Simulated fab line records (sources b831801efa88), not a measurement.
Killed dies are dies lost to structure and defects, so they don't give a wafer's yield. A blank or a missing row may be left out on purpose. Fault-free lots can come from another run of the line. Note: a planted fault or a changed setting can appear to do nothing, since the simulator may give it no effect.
fab line records    flow sky130
record: lots: 12  wafers: 36  last_day: 50
route steps=708 shown VIA3@574 METAL4@633 VIA4@652 PAD_OPEN@708
lots untouched by any fault: they come from a run of this same line in which no faults occurred
start_h: hours from the record's opening day to when the first of the lot's shown wafers began    wait_h: time in hours since the lot's previous step    " unchanged from the row above    L1.1+2: one row covering several wafers at once    - either no value or no given start    * or withheld: withheld    < > ~ a bound
route shown NAME@n: names a module that has steps shown in the file, with the first one's number in the route    usual: the fault-free wafers' mean and standard deviation    same: alike in all rows    chamber/n: place in a boat    sites: readings site by site    _std_site: the values' standard deviation    _edge_site: outer sites' mean less inner sites'    radius_mm: how far each site lies from the wafer's centre    mask NAME#n: copy n    behind: the most recent tool/chamber to have shaped the wafer    hold: reason for holding the lot/hours on hold/outcome of the hold    device: transistor that didn't switch, given as n, p or np    end of line: the route-end tests of the same wafers    step lacking rows: just its recipe    killed: at the first sort, the dies lost to defects and structure; wafer yield is something else    map: shows each die of a wafer: x if killed, . if not, _ if none is there
set.NAME: the setting the step ran with; set.NAME@STEP: the setting that earlier step ran with    model.NAME: the simulator's own value behind a step, which no gauge read
a sample of lots followed through the steps of the route, with each step as a table and each wafer as a row
services: from which hour (start_h, from the record's first day; less than 0 if before it) a tool's chamber was out of use, for how many hours, and why
== steps ==
step: SKY_VIA3_THK_MEAS_01
recipe: reads: SiO2_of_VIA3_HDPCVD_00
usual: VIA3_HDPCVD_THK: 1631/18
lot.wafer  tool           chamber  start_h  wait_h  VIA3_HDPCVD_THK[nm]
L625.1     film_metro-02  -        903.97   0.1     1611
L625.2     "              -        "        "       1619
L625.5     "              -        "        "       1629
L627.3     film_metro-01  -        914.23   0.1     1641
L627.5     "              -        "        "       1645
L627.6     "              -        "        "       1643
L628.3     film_metro-01  -        925.50   0.1     1626
L628.4     "              -        "        "       1664
L628.5     "              -        "        "       1612
L631.1     film_metro-04  -        946.81   0.1     1635
L631.2     "              -        "        "       1663
L631.3     "              -        "        "       1609
L633.1     film_metro-02  -        958.40   0.1     1623
L633.3     "              -        "        "       1612
L633.4     "              -        "        "       1641
L634.1     film_metro-01  -        967.16   0.1     1637
L634.4     "              -        "        "       1607
L634.6     "              -        "        "       1644
L636.3     film_metro-04  -        991.62   0.1     1617
L636.4     "              -        "        "       1619
L636.5     "              -        "        "       1616
L637.1     film_metro-02  -        994.01   0.1     1655
L637.4     "              -        "        "       1646
L637.5     "              -        "        "       1640
L638.2     film_metro-02  -        999.82   0.1     1611
L638.3     "              -        "        "       1630
L638.6     "              -        "        "       1642
L640.1     film_metro-01  -        1013.94  0.1     1639
L640.2     "              -        "        "       1597
L640.5     "              -        "        "       1626
L648.1     film_metro-02  -        1061.53  0.1     1639
L648.4     "              -        "        "       1670
L648.5     "              -        "        "       1636
L647.1     film_metro-02  -        1065.30  0.1     1625
L647.2     "              -        "        "       1632
L647.4     "              -        "        "       1645
step: SKY_VIA3_SPUTTER_20
recipe: material: TiN  target_thk_nm: 20  chamber_pressure_pa: 5  power_w: 4000  time_s: 80
usual: throttle_valve_pct: 29.2/0.98
lot.wafer  tool            chamber  start_h  wait_h  throttle_valve_pct
L625.1     pvd_sputter-01  -        929.84   0.0     28.5
L625.2     "               -        "        "       30.0
L625.5     "               -        "        "       29.0
L627.3     pvd_sputter-01  -        940.46   0.0     29.4
L627.5     "               -        "        "       28.5
L627.6     "               -        "        "       29.5
L628.3     pvd_sputter-04  -        950.79   0.0     29.6
L628.4     "               -        "        "       29.8
L628.5     "               -        "        "       29.5
L631.1     pvd_sputter-01  -        972.15   0.0     29.0
L631.2     "               -        "        "       29.8
L631.3     "               -        "        "       29.3
L633.1     pvd_sputter-02  -        983.51   0.0     30.0
L633.3     "               -        "        "       29.1
L633.4     "               -        "        "       31.3
L634.1     pvd_sputter-02  -        991.66   0.0     31.1
L634.4     "               -        "        "       27.7
L634.6     "               -        "        "       29.4
L636.3     pvd_sputter-01  -        1016.09  0.0     28.5
L636.4     "               -        "        "       29.2
L636.5     "               -        "        "       29.2
L637.1     pvd_sputter-04  -        1019.04  0.0     30.3
L637.4     "               -        "        "       29.1
L637.5     "               -        "        "       27.8
L638.2     pvd_sputter-04  -        1024.41  0.0     29.9
L638.3     "               -        "        "       27.7
L638.6     "               -        "        "       29.4
L640.1     pvd_sputter-02  -        1037.45  0.0     29.4
L640.2     "               -        "        "       31.2
L640.5     "               -        "        "       28.0
L648.1     pvd_sputter-01  -        1084.09  0.0     28.8
L648.4     "               -        "        "       29.6
L648.5     "               -        "        "       29.1
L647.1     pvd_sputter-01  -        1087.29  0.0     28.5
L647.2     "               -        "        "       28.9
L647.4     "               -        "        "       29.3
step: SKY_METAL4_ETCH_17
recipe: target: SiO2  stop_on: TiN  chemistry: C4F8/O2/Ar  source_w: 1500  bias_w: 1200  pressure_mtorr: 40  c4f8_flow_sccm: withheld  O2_flow_sccm: 6  Ar_flow_sccm: 300  time_s: 3.9  target_depth_a: 150
usual: bias_w: 1199/3.2  chamber_pressure_mTorr: 40.00/0.039  oes_product_au: 0.754/0.0073
lot.wafer  tool         chamber  start_h  wait_h  bias_w  chamber_pressure_mTorr  oes_product_au  rf_hours_counter_h
L625.1     rie_diel-01  1        979.81   0.1     1204    40.00                   0.747           11
L625.2     "            3        "        "       1200    39.97                   0.731           19
L625.5     "            1        "        "       1202    40.04                   0.742           -
L627.3     rie_diel-01  0        990.61   0.0     1201    40.00                   0.757           7
L627.5     "            2        "        "       1196    40.00                   0.767           -
L627.6     "            1        "        "       1195    40.02                   0.767           -
L628.3     rie_diel-01  3        999.30   0.0     1201    39.99                   0.743           20
L628.4     "            2        "        "       1202    40.01                   0.755           21
L628.5     "            2        "        "       1196    40.02                   0.751           -
L631.1     rie_diel-04  1        1021.65  0.1     1199    40.02                   0.741           8
L631.2     "            0        "        "       1202    39.98                   0.752           6
L631.3     "            3        "        "       1200    40.05                   0.755           12
L633.1     rie_diel-01  0        1032.30  0.1     1198    39.97                   0.761           8
L633.3     "            1        "        "       1195    39.94                   0.750           12
L633.4     "            3        "        "       1202    40.06                   0.754           21
L634.1     rie_diel-01  0        1039.25  0.1     1199    39.99                   0.743           8
L634.4     "            2        "        "       1198    40.04                   0.758           22
L634.6     "            0        "        "       1203    40.04                   0.764           -
L636.3     rie_diel-04  1        1061.91  0.0     1194    39.93                   0.759           9
L636.4     "            3        "        "       1205    40.05                   0.764           14
L636.5     "            0        "        "       1204    39.99                   0.761           -
L637.1     rie_diel-01  3        1065.85  0.1     -       -                       -               -
L637.4     "            0        "        "       -       -                       -               -
L637.5     "            1        "        "       -       -                       -               -
L638.2     rie_diel-01  0        1069.76  0.1     -       -                       -               -
L638.3     "            2        "        "       -       -                       -               -
L638.6     "            1        "        "       -       -                       -               -
L640.1     rie_diel-04  3        1082.20  0.1     1194    40.01                   0.755           14
L640.2     "            0        "        "       1200    40.01                   0.740           8
L640.5     "            3        "        "       1192    40.05                   0.754           -
L648.1     rie_diel-03  1        1125.90  0.1     1197    40.00                   0.752           22
L648.4     "            2        "        "       1194    40.01                   0.756           23
L648.5     "            3        "        "       1198    39.99                   0.766           -
L647.1     rie_diel-04  3        1128.22  0.1     1197    40.07                   0.756           16
L647.2     "            2        "        "       1205    39.98                   0.744           3
L647.4     "            0        "        "       1198    40.01                   0.759           9
step: SKY_VIA4_STRIP_13
recipe: chemistry: O2/N2  power_w: 1400  pressure_mtorr: 1500  platen_temp_c: withheld  o2_flow_sccm: 3000  n2_flow_sccm: 300  overash_fraction: 0.5
usual: drypump_motor_current_A: 5.7/0.45  oes_product_au: 0.710/0.0039  strip_time_to_endpoint_s: 12.80/0.03
lot.wafer  tool             chamber  start_h  wait_h  drypump_motor_current_A  oes_product_au  rf_hours_counter_h  strip_time_to_endpoint_s
L625.1     plasma_asher-04  0        1003.73  -       5.8                      0.709           58                  12.80
L625.2     "                1        "        "       6.3                      0.701           58                  12.84
L625.5     "                0        "        "       5.8                      0.710           -                   12.83
L627.3     plasma_asher-03  1        1015.45  -       4.8                      0.708           -                   12.81
L627.5     "                0        "        "       5.3                      0.705           -                   12.84
L627.6     "                1        "        "       4.8                      0.717           -                   12.78
L628.3     plasma_asher-03  1        1023.91  -       4.9                      0.709           -                   12.82
L628.4     "                0        "        "       5.3                      0.716           -                   12.80
L628.5     "                1        "        "       4.8                      0.707           -                   12.82
L631.1     plasma_asher-03  0        1045.38  -       5.3                      0.715           88                  12.80
L631.2     "                1        "        "       4.8                      0.709           88                  12.79
L631.3     "                1        "        "       4.9                      0.713           -                   12.78
L633.1     plasma_asher-04  1        1056.02  -       6.2                      0.707           63                  12.76
L633.3     "                0        "        "       5.9                      0.715           -                   12.76
L633.4     "                1        "        "       6.2                      0.705           -                   12.74
L634.1     plasma_asher-04  0        1062.18  -       5.8                      0.713           64                  12.81
L634.4     "                0        "        "       5.8                      0.716           -                   12.81
L634.6     "                0        "        "       5.8                      0.701           -                   12.81
L636.3     plasma_asher-04  1        1084.63  -       6.3                      0.708           -                   12.81
L636.4     "                0        "        "       5.8                      0.711           -                   12.79
L636.5     "                1        "        "       6.3                      0.713           -                   12.80
L640.1     plasma_asher-02  1        1103.87  -       5.8                      0.708           4                   12.80
L640.2     "                0        "        "       5.7                      0.713           4                   12.78
L640.5     "                0        "        "       5.7                      0.702           -                   12.83
L648.1     plasma_asher-02  1        1145.97  -       5.8                      0.707           7                   12.83
L648.4     "                1        "        "       5.8                      0.712           -                   12.79
L648.5     "                1        "        "       5.8                      0.711           -                   12.82
L647.1     plasma_asher-02  0        1147.72  -       5.7                      0.710           7                   12.82
L647.2     "                1        "        "       5.8                      0.703           7                   12.77
L647.4     "                1        "        "       5.8                      0.706           -                   12.81
step: SKY_PAD_OPEN_PROBE_99
usual: defect_limited_yield: 82.4/2  killed_at_M0_to_M3: 44/6.5  killed_at_M4_up: 3.3/1.7  killed_at_contacts: 25/5.3  killed_at_front_end: 15/5  killed_at_other: 0.2/0.47  killed_dies: 87/9.9  killed_on_rim: 17/3.8  killed_open: 47/8  killed_short: 39/6.1  sort_bin_3_pad_short: 0.9/0.43  sort_bin_5_function: 10.4/1.5  sort_bin_6_memory: 6.2/1.2  sort_n_pass: 405/9.9  sort_yield_pct: 82.4/2
same: gross_dies: 492  killed_at_back_side: 0  sort_bin_4_leakage[%]: 0  sort_bin_8_speed[%]: 0
lot.wafer  tool       chamber  start_h  wait_h  hold                    defect_limited_yield[%]  killed_at_M0_to_M3  killed_at_M4_up  killed_at_contacts  killed_at_front_end  killed_at_other  killed_dies  killed_on_rim  killed_open  killed_short  sort_bin_3_pad_short[%]  sort_bin_5_function[%]  sort_bin_6_memory[%]  sort_n_pass  sort_yield_pct[%]
L625.1     prober-01  -        1075.39  0.1     -                       79.5                     51                  1                26                  23                   0                101          20             62           39            0.8                      12.8                    6.9                   391          79.5
L625.2     prober-01  -        1075.44  0.1     -                       79.5                     62                  4                23                  12                   0                101          20             63           38            1.4                      12.0                    7.1                   391          79.5
L625.5     prober-01  -        1075.59  0.2     -                       81.3                     43                  0                26                  23                   0                92           15             57           35            0.8                      11.6                    6.3                   400          81.3
L627.3     prober-01  -        1085.83  0.2     -                       81.5                     44                  1                34                  12                   0                91           19             53           38            0.6                      12.0                    5.9                   401          81.5
L627.5     prober-01  -        1085.93  0.2     -                       78.7                     51                  3                39                  12                   0                105          11             61           44            2.0                      11.4                    7.9                   387          78.7
L627.6     prober-01  -        1085.98  0.2     -                       86.4                     43                  1                16                  7                    0                67           13             28           39            0.6                      9.6                     3.5                   425          86.4
L628.3     prober-02  -        1092.58  0.2     -                       83.1                     43                  4                20                  16                   0                83           16             40           43            1.4                      9.6                     5.9                   409          83.1
L628.4     prober-02  -        1092.63  0.2     -                       76.4                     53                  2                33                  27                   1                116          22             65           51            1.4                      13.2                    8.9                   376          76.4
L628.5     prober-02  -        1092.68  0.2     -                       82.3                     44                  1                26                  16                   0                87           19             49           38            1.2                      10.2                    6.3                   405          82.3
L631.1     prober-01  -        1113.48  0.1     -                       84.6                     39                  1                24                  12                   0                76           14             43           33            0.4                      10.6                    4.5                   416          84.6
L631.2     prober-01  -        1113.53  0.1     -                       83.9                     42                  4                18                  15                   0                79           15             41           38            0.8                      11.6                    3.7                   413          83.9
L631.3     prober-01  -        1113.58  0.2     -                       82.3                     46                  3                24                  14                   0                87           20             49           38            1.0                      11.4                    5.3                   405          82.3
L633.1     prober-01  -        1123.38  0.1     -                       78.9                     50                  5                33                  15                   1                104          17             64           40            1.2                      12.4                    7.5                   388          78.9
L633.3     prober-01  -        1123.48  0.2     -                       82.1                     48                  5                17                  16                   2                88           21             46           42            1.4                      11.2                    5.3                   404          82.1
L633.4     prober-01  -        1123.53  0.2     -                       84.1                     35                  2                29                  12                   0                78           14             48           30            1.0                      8.7                     6.1                   414          84.1
L634.1     prober-02  -        1128.40  0.1     -                       82.5                     50                  1                22                  13                   0                86           15             57           29            0.4                      8.5                     8.5                   406          82.5
L634.4     prober-02  -        1128.55  0.2     -                       80.7                     43                  2                19                  31                   0                95           19             43           52            0.6                      11.8                    6.9                   397          80.7
L634.6     prober-02  -        1128.65  0.2     -                       83.9                     38                  0                26                  15                   0                79           15             47           32            0.8                      9.8                     5.5                   413          83.9
L636.3     prober-02  -        1147.92  0.2     -                       84.3                     40                  3                22                  12                   0                77           18             35           42            1.2                      8.9                     5.5                   415          84.3
L636.4     prober-02  -        1147.97  0.2     -                       81.9                     46                  3                34                  6                    0                89           20             53           36            1.0                      9.6                     7.5                   403          81.9
L636.5     prober-02  -        1148.02  0.2     -                       83.1                     38                  5                31                  9                    0                83           16             53           30            0.4                      10.0                    6.5                   409          83.1
L637.1     prober-01  -        1151.22  0.1     await_dispo/0.7h/scrap  0                        47                  407              25                  13                   0                492          96             43           47            1.6                      91.3                    7.1                   0            0
L637.4     prober-01  -        1151.37  0.2     await_dispo/0.7h/scrap  0                        43                  403              23                  23                   0                492          96             55           38            0.8                      92.5                    6.7                   0            0
L637.5     prober-01  -        1151.42  0.2     await_dispo/0.7h/scrap  0                        33                  425              19                  15                   0                492          96             36           31            1.0                      92.5                    6.5                   0            0
L638.2     prober-02  -        1154.28  0.1     await_dispo/0.2h/scrap  0                        46                  397              26                  23                   0                492          96             58           38            1.4                      91.3                    7.3                   0            0
L638.3     prober-02  -        1154.33  0.2     await_dispo/0.2h/scrap  0                        39                  421              23                  9                    0                492          96             32           40            1.2                      92.9                    5.9                   0            0
L638.6     prober-02  -        1154.48  0.2     await_dispo/0.2h/scrap  0                        45                  417              19                  10                   1                492          96             41           39            0.2                      93.1                    6.7                   0            0
L640.1     prober-02  -        1164.94  0.1     -                       83.7                     41                  3                21                  15                   0                80           12             35           45            1.2                      8.7                     6.3                   412          83.7
L640.2     prober-02  -        1164.99  0.1     -                       79.9                     49                  4                21                  25                   0                99           18             55           44            0.6                      10.0                    9.6                   393          79.9
L640.5     prober-02  -        1165.14  0.2     -                       82.7                     47                  4                19                  15                   0                85           15             39           46            0.6                      9.6                     7.1                   407          82.7
L648.1     prober-02  -        1200.39  0.1     -                       80.7                     42                  2                29                  21                   1                95           20             56           39            0.8                      11.0                    7.5                   397          80.7
L648.4     prober-02  -        1200.54  0.2     -                       81.7                     42                  5                31                  12                   0                90           15             50           40            1.0                      11.8                    5.5                   402          81.7
L648.5     prober-02  -        1200.59  0.2     -                       81.3                     51                  3                27                  11                   0                92           16             61           31            1.8                      10.2                    6.7                   400          81.3
L647.1     prober-02  -        1203.63  0.1     -                       81.7                     44                  1                28                  16                   1                90           15             49           41            1.0                      11.4                    5.9                   402          81.7
L647.2     prober-02  -        1203.68  0.1     -                       81.7                     35                  6                33                  16                   0                90           19             48           42            1.2                      11.6                    5.5                   402          81.7
L647.4     prober-02  -        1203.78  0.2     -                       82.9                     36                  4                31                  11                   2                84           16             43           41            1.4                      9.1                     6.5                   408          82.9
killed by level:class
L625.1 CONTACT:geometric_particle:open=13 VIA1:geometric_particle:open=13 FIELD_ISO:geometric_particle:short=8 FIELD_ISO:geometric_particle:open=8 LI_CONTACT:geometric_particle:open=8 VIA2:geometric_particle:open=7 VIA1:geometric_particle:short=6 POLY_GATE:geometric_particle:short=5
L625.2 VIA2:geometric_particle:open=12 CONTACT:geometric_particle:open=11 VIA1:geometric_particle:open=10 VIA3:geometric_particle:open=9 VIA1:geometric_particle:short=8 METAL1:geometric_particle:short=8 LI_CONTACT:geometric_particle:open=5 VIA3:geometric_particle:short=5
L625.5 VIA1:geometric_particle:open=12 CONTACT:geometric_particle:open=8 FIELD_ISO:geometric_particle:open=8 LI_CONTACT:geometric_particle:open=8 POLY_GATE:geometric_particle:open=6 VIA2:geometric_particle:open=6 METAL1:geometric_particle:short=5 VIA1:geometric_particle:short=5
L627.3 CONTACT:geometric_particle:open=14 LI_CONTACT:geometric_particle:open=11 VIA2:geometric_particle:open=10 METAL1:geometric_particle:short=7 VIA1:geometric_particle:open=6 CONTACT:geometric_particle:short=6 VIA3:geometric_particle:open=6 VIA1:geometric_particle:short=4
L627.5 VIA1:geometric_particle:open=16 CONTACT:geometric_particle:open=13 VIA3:geometric_particle:open=10 LI_CONTACT:geometric_particle:open=9 CONTACT:geometric_particle:short=9 METAL1:geometric_particle:short=7 LOCAL_INTERCONNECT:geometric_particle:short=5 POLY_GATE:geometric_particle:short=4
L627.6 VIA1:geometric_particle:open=12 METAL1:geometric_particle:short=8 CONTACT:geometric_particle:short=7 CONTACT:geometric_particle:open=4 VIA1:geometric_particle:short=4 VIA3:geometric_particle:open=4 FIELD_ISO:geometric_particle:short=3 LI_CONTACT:geometric_particle:open=3
L628.3 VIA1:geometric_particle:open=10 LI_CONTACT:geometric_particle:open=9 METAL1:geometric_particle:short=7 VIA2:geometric_particle:open=6 VIA3:geometric_particle:short=5 CONTACT:geometric_particle:open=4 METAL4:geometric_particle:short=4 FIELD_ISO:geometric_particle:short=3
L628.4 CONTACT:geometric_particle:open=10 LI_CONTACT:geometric_particle:open=10 FIELD_ISO:geometric_particle:open=9 METAL2:geometric_particle:short=9 VIA1:geometric_particle:open=9 VIA2:geometric_particle:open=8 CONTACT:geometric_particle:short=6 VIA1:geometric_particle:short=6
L628.5 CONTACT:geometric_particle:open=10 VIA1:geometric_particle:open=10 LI_CONTACT:geometric_particle:open=7 VIA2:geometric_particle:open=6 FIELD_ISO:geometric_particle:short=5 METAL1:geometric_particle:short=5 VIA3:geometric_particle:open=5 CONTACT:geometric_particle:short=4
L631.1 VIA1:geometric_particle:open=10 LI_CONTACT:geometric_particle:open=8 CONTACT:geometric_particle:open=8 VIA2:geometric_particle:short=5 VIA2:geometric_particle:open=5 VIA3:geometric_particle:open=5 POLY_GATE:geometric_particle:short=4 METAL1:geometric_particle:short=4
L631.2 VIA1:geometric_particle:open=10 VIA2:geometric_particle:open=9 CONTACT:geometric_particle:open=7 METAL1:geometric_particle:short=6 METAL2:geometric_particle:short=6 FIELD_ISO:geometric_particle:short=4 SONOS_ONO:geometric_particle:open=4 LOCAL_INTERCONNECT:geometric_particle:short=4
L631.3 VIA1:geometric_particle:open=10 LI_CONTACT:geometric_particle:open=9 VIA2:geometric_particle:open=8 METAL2:geometric_particle:short=7 VIA1:geometric_particle:short=7 CONTACT:geometric_particle:open=6 FIELD_ISO:geometric_particle:open=4 VIA3:geometric_particle:open=4
L633.1 VIA1:geometric_particle:open=15 CONTACT:geometric_particle:open=13 LI_CONTACT:geometric_particle:open=11 VIA3:geometric_particle:open=9 METAL2:geometric_particle:short=7 POLY_GATE:geometric_particle:short=6 POLY_GATE:geometric_particle:open=5 CONTACT:geometric_particle:short=5
L633.3 VIA1:geometric_particle:open=12 METAL2:geometric_particle:short=9 CONTACT:geometric_particle:open=8 VIA2:geometric_particle:open=7 FIELD_ISO:geometric_particle:open=5 POLY_GATE:geometric_particle:short=4 CONTACT:geometric_particle:short=4 METAL1:geometric_particle:short=4
L633.4 CONTACT:geometric_particle:open=17 VIA2:geometric_particle:open=9 VIA2:geometric_particle:short=6 VIA3:geometric_particle:open=6 LOCAL_INTERCONNECT:geometric_particle:short=5 VIA1:geometric_particle:open=5 FIELD_ISO:geometric_particle:short=3 FIELD_ISO:geometric_particle:open=3
L634.1 VIA1:geometric_particle:open=10 LI_CONTACT:geometric_particle:open=9 VIA2:geometric_particle:open=9 CONTACT:geometric_particle:open=8 METAL2:geometric_particle:short=5 METAL1:geometric_particle:short=5 POLY_GATE:geometric_particle:open=4 VIA3:geometric_particle:open=4
L634.4 FIELD_ISO:geometric_particle:open=8 CONTACT:geometric_particle:open=8 METAL1:geometric_particle:short=7 VIA3:geometric_particle:short=7 POLY_GATE:geometric_particle:short=6 VIA1:geometric_particle:open=6 METAL2:geometric_particle:short=6 POLY_CUT:geometric_particle:short=5
L634.6 CONTACT:geometric_particle:open=11 VIA1:geometric_particle:open=11 LI_CONTACT:geometric_particle:open=7 METAL2:geometric_particle:short=7 LI_CONTACT:geometric_particle:short=4 VIA1:geometric_particle:short=4 VIA3:geometric_particle:open=4 FIELD_ISO:geometric_particle:open=3
L636.3 METAL1:geometric_particle:short=13 VIA1:geometric_particle:open=8 LI_CONTACT:geometric_particle:short=5 CONTACT:geometric_particle:open=5 VIA2:geometric_particle:open=5 LOCAL_INTERCONNECT:geometric_particle:short=4 VIA3:geometric_particle:short=4 METAL2:geometric_particle:short=3
L636.4 CONTACT:geometric_particle:open=11 VIA1:geometric_particle:open=10 LI_CONTACT:geometric_particle:open=9 VIA2:geometric_particle:open=7 CONTACT:geometric_particle:short=6 VIA3:geometric_particle:open=6 METAL2:geometric_particle:short=6 LOCAL_INTERCONNECT:geometric_particle:short=4
L636.5 VIA1:geometric_particle:open=13 CONTACT:geometric_particle:open=10 VIA2:geometric_particle:open=9 LI_CONTACT:geometric_particle:open=9 LOCAL_INTERCONNECT:geometric_particle:short=5 CONTACT:geometric_particle:short=5 METAL1:geometric_particle:short=4 VIA3:geometric_particle:open=4
L637.1 METAL4:area_etch=402 VIA1:geometric_particle:open=15 CONTACT:geometric_particle:open=11 METAL2:geometric_particle:short=8 FIELD_ISO:geometric_particle:short=7 VIA1:geometric_particle:short=7 CONTACT:geometric_particle:short=6 VIA3:geometric_particle:open=6
L637.4 METAL4:area_etch=399 VIA1:geometric_particle:open=10 LI_CONTACT:geometric_particle:open=9 CONTACT:geometric_particle:open=9 FIELD_ISO:geometric_particle:short=6 FIELD_ISO:geometric_particle:open=6 POLY_GATE:geometric_particle:open=6 VIA3:geometric_particle:open=6
L637.5 METAL4:area_etch=425 LI_CONTACT:geometric_particle:open=7 VIA1:geometric_particle:open=6 VIA1:geometric_particle:short=6 LI_CONTACT:geometric_particle:short=5 CONTACT:geometric_particle:open=4 METAL2:geometric_particle:short=4 METAL1:geometric_particle:short=4
L638.2 METAL4:area_etch=396 CONTACT:geometric_particle:open=13 VIA3:geometric_particle:open=10 VIA1:geometric_particle:open=9 FIELD_ISO:geometric_particle:open=7 FIELD_ISO:geometric_particle:short=6 METAL1:geometric_particle:short=5 SPACER:geometric_particle:open=4
L638.3 METAL4:area_etch=420 CONTACT:geometric_particle:open=10 METAL2:geometric_particle:short=7 VIA3:geometric_particle:open=7 METAL3:geometric_particle:short=6 METAL1:geometric_particle:short=5 LI_CONTACT:geometric_particle:open=4 VIA1:geometric_particle:open=4
L638.6 METAL4:area_etch=412 VIA1:geometric_particle:open=15 METAL1:geometric_particle:short=8 METAL2:geometric_particle:short=8 LI_CONTACT:geometric_particle:open=6 CONTACT:geometric_particle:open=5 VIA2:geometric_particle:open=5 METAL4:geometric_particle:short=4
L640.1 LI_CONTACT:geometric_particle:open=8 CONTACT:geometric_particle:open=7 METAL1:geometric_particle:short=7 VIA1:geometric_particle:open=6 METAL2:geometric_particle:short=6 VIA2:geometric_particle:short=6 FIELD_ISO:geometric_particle:short=5 POLY_GATE:geometric_particle:short=4
L640.2 VIA1:geometric_particle:open=11 VIA3:geometric_particle:open=10 METAL2:geometric_particle:short=9 CONTACT:geometric_particle:open=8 VIA2:geometric_particle:open=8 FIELD_ISO:geometric_particle:open=6 FIELD_ISO:geometric_particle:short=6 POLY_GATE:geometric_particle:open=4
L640.5 VIA1:geometric_particle:open=10 METAL1:geometric_particle:short=7 LI_CONTACT:geometric_particle:open=6 CONTACT:geometric_particle:open=6 METAL2:geometric_particle:short=6 VIA3:geometric_particle:short=6 VIA1:geometric_particle:short=5 FIELD_ISO:geometric_particle:short=4
L648.1 CONTACT:geometric_particle:open=12 LI_CONTACT:geometric_particle:open=9 VIA1:geometric_particle:open=9 METAL2:geometric_particle:short=8 VIA1:geometric_particle:short=7 FIELD_ISO:geometric_particle:open=6 FIELD_ISO:geometric_particle:short=4 POLY_GATE:geometric_particle:open=4
L648.4 LI_CONTACT:geometric_particle:open=10 CONTACT:geometric_particle:open=10 VIA1:geometric_particle:open=7 VIA3:geometric_particle:open=7 METAL2:geometric_particle:short=5 LI_CONTACT:geometric_particle:short=4 VIA1:geometric_particle:short=4 CONTACT:geometric_particle:short=4
L648.5 VIA2:geometric_particle:open=14 LI_CONTACT:geometric_particle:open=11 VIA1:geometric_particle:open=9 VIA1:geometric_particle:short=8 CONTACT:geometric_particle:open=8 METAL2:geometric_particle:short=6 VIA3:geometric_particle:open=6 LI_CONTACT:geometric_particle:short=4
L647.1 VIA1:geometric_particle:open=11 LI_CONTACT:geometric_particle:open=9 LOCAL_INTERCONNECT:geometric_particle:short=8 VIA2:geometric_particle:open=7 CONTACT:geometric_particle:short=6 VIA3:geometric_particle:open=6 METAL1:geometric_particle:short=5 FIELD_ISO:geometric_particle:open=4
L647.2 CONTACT:geometric_particle:open=14 VIA1:geometric_particle:open=8 LOCAL_INTERCONNECT:geometric_particle:short=8 METAL2:geometric_particle:short=8 VIA3:geometric_particle:open=8 CONTACT:geometric_particle:short=5 FIELD_ISO:geometric_particle:short=4 LI_CONTACT:geometric_particle:open=4
L647.4 CONTACT:geometric_particle:open=13 VIA1:geometric_particle:open=9 METAL2:geometric_particle:short=8 LI_CONTACT:geometric_particle:open=5 CONTACT:geometric_particle:short=5 VIA2:geometric_particle:open=5 VIA3:geometric_particle:open=5 LOCAL_INTERCONNECT:geometric_particle:short=4
== services ==
tool             chamber  start_h  hours  kind
rie_diel-01      1        917.03   2.5    repair
rie_diel-04      -        949.04   1.0    repair
pvd_sputter-02   -        968.13   2.4    repair
pvd_sputter-02   -        968.34   9.6    repair
rie_diel-04      1        969.12   3.3    repair
pvd_sputter-04   -        979.53   5.0    repair
rie_diel-01      2        979.89   3.0    repair
plasma_asher-03  -        988.18   1.3    repair
pvd_sputter-04   -        988.26   1.0    repair
rie_diel-01      1        1025.76  5.8    repair
pvd_sputter-01   -        1042.28  5.3    repair
plasma_asher-02  -        1055.25  9.0    pm
plasma_asher-03  -        1065.66  5.3    pm
pvd_sputter-02   -        1082.53  0.6    repair
plasma_asher-04  -        1084.97  2.5    repair
rie_diel-04      2        1087.51  7.2    repair
rie_diel-01      -        1096.40  1.0    repair
plasma_asher-04  -        1100.74  15.4   pm
plasma_asher-02  -        1104.68  3.3    repair
rie_diel-04      0        1105.99  6.7    repair
plasma_asher-02  -        1115.64  13.1   repair
pvd_sputter-01   -        1116.51  0.7    repair
rie_diel-01      3        1118.06  1.2    repair
pvd_sputter-01   -        1126.93  2.1    repair
== key ==
first_sign: step: SKY_METAL4_ETCH_17  reading: tool_record  direction: missing
effect: step: SKY_PAD_OPEN_PROBE_99  reading: killed_at_M4_up  direction: up  sigmas: 99+  usual: 3.3  struck: 411.7
more_kills_born_at: SKY_METAL4_ETCH_17@rie_diel-01: 2451
met_at SKY_METAL4_ETCH_17
struck_lots L637,L638
later_rows_left_out L637.1,L637.4,L637.5,L638.2,L638.3,L638.6
not_acting_at SKY_VIA3_THK_MEAS_01,SKY_VIA3_SPUTTER_20,SKY_VIA4_STRIP_13
onset_between 1039.25 1065.85
fault: kind: skipped_step_whole  tool: rie_diel-01  chamber: -  onset_h: 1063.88  steps: SKY_METAL4_ETCH_17  scope: struck_lots_only
later_rows_left_out: the simulator's readings of these wafers behind a module that went badly wrong aren't trusted and aren't shown, but for the sort
